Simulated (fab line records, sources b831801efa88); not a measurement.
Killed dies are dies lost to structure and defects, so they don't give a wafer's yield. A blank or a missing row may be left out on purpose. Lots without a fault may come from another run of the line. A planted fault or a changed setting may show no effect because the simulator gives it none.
One fault seen from 2 desks | flow gf180mcu | each desk has only its own numbers; what lay behind them comes last

THE METROLOGY DESK
What the gauges read, lot by lot, whatever tool the lot ran on: means of the sampled wafers that have a number. A lot is out of limits, marked OUT, if its mean lies more than 4 standard deviations from the usual mean; the brackets give that distance.
Columns: A = HV_LDD_TW at GF_HV_LDD_TW_MEAS_11, usual 2418; B = HV_LDD_01_OVL at GF_HV_LDD_OVL_MEAS_20, usual 0.7 nm; C = HV_LDD_3_TW at GF_HV_LDD_TW_MEAS_38, usual 1429
lot  | first seen here | A    | B    | C
L920 | day 10 10:27    | 2450 | 1.4  | 1405
L922 | day 10 18:02    | 2402 | -1.7 | 1436
L923 | day 10 23:55    | 2455 | 1.3  | 1467
L921 | day 11 00:13    | 2449 | -0.5 | 1406
L924 | day 11 14:19    | 2448 | 1.9  | 1407
L925 | day 11 16:28    | 2355 | 1.6  | 1414
L926 | day 12 05:20    | 2369 | 0.5  | 1407
L931 | day 13 06:49    | 2426 | 1.4  | 1407
L932 | day 13 18:59    | 2422 | -0.1 | 1453
L933 | day 14 06:57    | 2428 | -0.6 | 1436
L934 | day 14 14:14    | 2435 | 0.8  | 1404
L935 | day 14 14:32    | 2434 | 1.6  | 1453
L942 | day 16 16:35    | 2438 | 1.4  | 1413
L943 | day 16 23:31    | 2359 | -0.1 | 1433
This desk's finding: nothing out of limits on any of the 14 lots.

THE TOOL OWNER'S DESK: implanter-03
The tool's own readings at GF_HV_LDD_IMPLANT_21: means of the sampled wafers that have a number, for each lot that ran on this tool. A lot is out of limits, marked OUT, if its mean lies more than 4 standard deviations from the usual mean; the brackets give that distance.
Columns: A = beam_energy_keV at GF_HV_LDD_IMPLANT_21, usual 25.000
lot  | first seen here | A
L920 | day 11 03:53    | 24.999
L923 | day 11 17:49    | 24.993
L931 | day 14 02:47    | 25.001
L932 | day 14 15:29    | 24.993
L933 | day 15 03:24    | 29.353 (+99 or more) OUT
L935 | day 15 11:20    | 29.332 (+99 or more) OUT
This desk's finding: out of limits on L933, L935; first on L933, day 15 03:24 (beam_energy_keV at GF_HV_LDD_IMPLANT_21). In limits: L920, L923, L931, L932.

PUT TOGETHER
The tool owner's desk could have raised an alarm at day 15 03:24, on L933, L935.
The metrology desk saw nothing out of limits.
The metrology desk has L933, L935 on record, within its limits.
Of the lots named, all ran GF_HV_LDD_IMPLANT_21 on implanter-03.

WHAT THE SIMULATOR HAD PUT IN
Process parameter drift: implanter-03, from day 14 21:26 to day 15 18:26, at GF_HV_LDD_IMPLANT_21. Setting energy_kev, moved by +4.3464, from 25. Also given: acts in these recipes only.
Lots struck among those shown: L933, L935.
Hours from the fault's start to each desk's first reading out of limits: the tool owner's desk, 6.
